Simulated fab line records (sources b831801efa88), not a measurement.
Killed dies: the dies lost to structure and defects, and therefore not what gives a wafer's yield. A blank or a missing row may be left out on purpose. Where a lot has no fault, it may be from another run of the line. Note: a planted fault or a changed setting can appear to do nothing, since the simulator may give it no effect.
Matching of chambers / flow sky130 / SKY_CAP2M_CVD_00 on pecvd-04: 3 sister chambers
The step deposits SiO2, target thk 15.5 nm. 6 wafers are shown with their chamber, then 10 later ones without.

## EACH WAFER AND ITS CHAMBER
wafer=L085.6; chamber=0; heater-power-w (W)=691
wafer=L092.1; chamber=2; heater-power-w (W)=660
wafer=L092.2; chamber=0; heater-power-w (W)=641
wafer=L092.3; chamber=1; heater-power-w (W)=779
wafer=L092.4; chamber=2; heater-power-w (W)=647
wafer=L092.5; chamber=1; heater-power-w (W)=773

## WAFERS WITHOUT THEIR CHAMBER
wafer=L092.6; heater-power-w (W)=638
wafer=L093.4; heater-power-w (W)=834
wafer=L093.5; heater-power-w (W)=836
wafer=L093.6; heater-power-w (W)=623
wafer=L096.1; heater-power-w (W)=686
wafer=L096.2; heater-power-w (W)=795
wafer=L096.3; heater-power-w (W)=798
wafer=L096.4; heater-power-w (W)=683
wafer=L096.5; heater-power-w (W)=801
wafer=L096.6; heater-power-w (W)=638

## CHAMBER TAKEN BY EACH
wafer=L092.6; from the rows above=can't be placed: 2 or 0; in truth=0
wafer=L093.4; from the rows above=1; in truth=1
wafer=L093.5; from the rows above=1; in truth=1
wafer=L093.6; from the rows above=can't be placed: 2 or 0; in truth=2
wafer=L096.1; from the rows above=can't be placed: 0 or 2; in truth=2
wafer=L096.2; from the rows above=1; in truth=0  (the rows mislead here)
wafer=L096.3; from the rows above=1; in truth=1
wafer=L096.4; from the rows above=can't be placed: 0 or 2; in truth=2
wafer=L096.5; from the rows above=1; in truth=1
wafer=L096.6; from the rows above=can't be placed: 2 or 0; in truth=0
Correctly placed: 4 of 10. Unplaceable from these rows: 5, with the true chamber sitting among the candidates in 5. Wrongly placed: 1.
How it was worked out, from the rows above alone: a wafer's distance from a chamber is the root of the sum, over the readings, of the square of ((its reading less the chamber's mean) divided by the reading's scatter). The wafer belongs to the nearest chamber; if the next one is less than 2 further off, it can't be placed. The mean given for a chamber averages the wafers shown for that chamber. The scatter: take each reading less its chamber's mean, square it, sum over the shown wafers, divide by the number of wafers less the number of chambers, and take the root.
